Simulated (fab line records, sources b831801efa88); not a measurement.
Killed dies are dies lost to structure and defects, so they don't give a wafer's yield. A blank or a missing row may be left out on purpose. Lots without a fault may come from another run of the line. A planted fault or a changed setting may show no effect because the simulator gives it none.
A struck lot beside a sound one | flow sky130 | 15 steps out of a route of 708
Sound: wafers L223.2, L223.3, L223.6. Struck: wafer L212.3. (L212.1 of the same lot was not struck and is left out.) The cause comes at the end.
At each step with rows: each side's tool, then ch and its chambers, then its first start. Under that, the readings that differ: sound wafers | struck wafers | difference of the means | sigmas: that difference in standard deviations of wafers without a fault.
alike: readings whose means differ by less than 2 such deviations, and words and numbers that are the same on both sides. not compared: withheld readings, readings that some wafer has no value for, bounds like >300 that may hide the same value, and numbers for which the record gives no deviation and whose values overlap.
The two part at a step that has a row with sigmas, a row that says differs or no value, or rows on one side only. Numbers that don't overlap but have no deviation are shown without sigmas and don't part them. A reading that every wafer of one side lacks parts them only if that side has two wafers or more.

first, 9 steps without rows for these wafers: SKY_CAP2M_CLEAN_17 (cleans in O3/DIW); SKY_METAL4_DEHYDRATE_05 (time 60 s); SKY_METAL4_HMDS_06 (prime time 60 s); SKY_METAL4_COAT_07 (resist thk 60 nm); SKY_METAL4_COAT_08 (resist thk 1140 nm); SKY_METAL4_SOFTBAKE_09 (time 90 s); SKY_METAL4_EXPOSE_10 (exposes mask MM4, target cd 300 nm); SKY_METAL4_PEB_11; SKY_METAL4_DEVELOP_12 (develop time 60 s).
SKY_METAL4_CD_MEAS_13: target cd 300 nm.
  sound on cd_sem-02, day 46 17:02; struck on cd_sem-02, day 44 00:31
  alike: cd_nm
SKY_METAL4_OVL_MEAS_14:
  sound on overlay-02, day 46 17:08; struck on overlay-02, day 44 00:38
  alike: METAL4_OVL
SKY_METAL4_DESCUM_15: chemistry O2, time 8 s.
  sound on rie_metal-01 ch 0, day 46 17:10; struck on rie_metal-01 ch 0, day 44 00:40
  alike: chamber_pressure_mTorr, drypump_motor_current_A, oes_product_au
  not compared: rf_hours_counter_h
SKY_METAL4_ETCH_16: etches BARC in N2/H2, stops on SiO2, time 88.2 s, target depth 60 nm.
  sound on rie_metal-01 ch 0, day 46 17:12; struck on rie_metal-01 ch 0, day 44 00:42
  reading               | sound             | struck | difference | sigmas
  oes_product_au (a.u.) | 0.632 0.628 0.623 | 0.642  | +0.014     | +3
  run_length_s (s)      | 115.8 116.1 115.5 | 111.6  | -4.2       | -12
  alike: chamber_pressure_mTorr, drypump_motor_current_A, throttle_valve_pct
  not compared: rf_hours_counter_h
SKY_METAL4_ETCH_17: etches SiO2 in C4F8/O2/Ar, stops on TiN, time 3.9 s, target depth 15 nm.
  sound on rie_diel-04 ch 0,3, day 46 17:18; struck on rie_diel-04 ch 2, day 44 00:48
  alike: chamber_pressure_mTorr, oes_product_au
  not compared: rf_hours_counter_h
-- the record jumps here: 4 days lie between the struck wafers' starts before and after (it left off in module METAL4 and takes up again in module PAD_OPEN, whose first step shown is number 708 of the route) --
SKY_PAD_OPEN_PROBE_99:
  the record has rows for the struck wafers here (prober-01, day 47 16:44) and none for the sound ones

WHERE THEY PART
First at SKY_METAL4_ETCH_16; last, within this record, at SKY_PAD_OPEN_PROBE_99.

WHY: what the simulator had put in
Process parameter drift: rie_metal-01, from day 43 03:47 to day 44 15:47, at SKY_METAL4_ETCH_16. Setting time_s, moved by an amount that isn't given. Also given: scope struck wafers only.
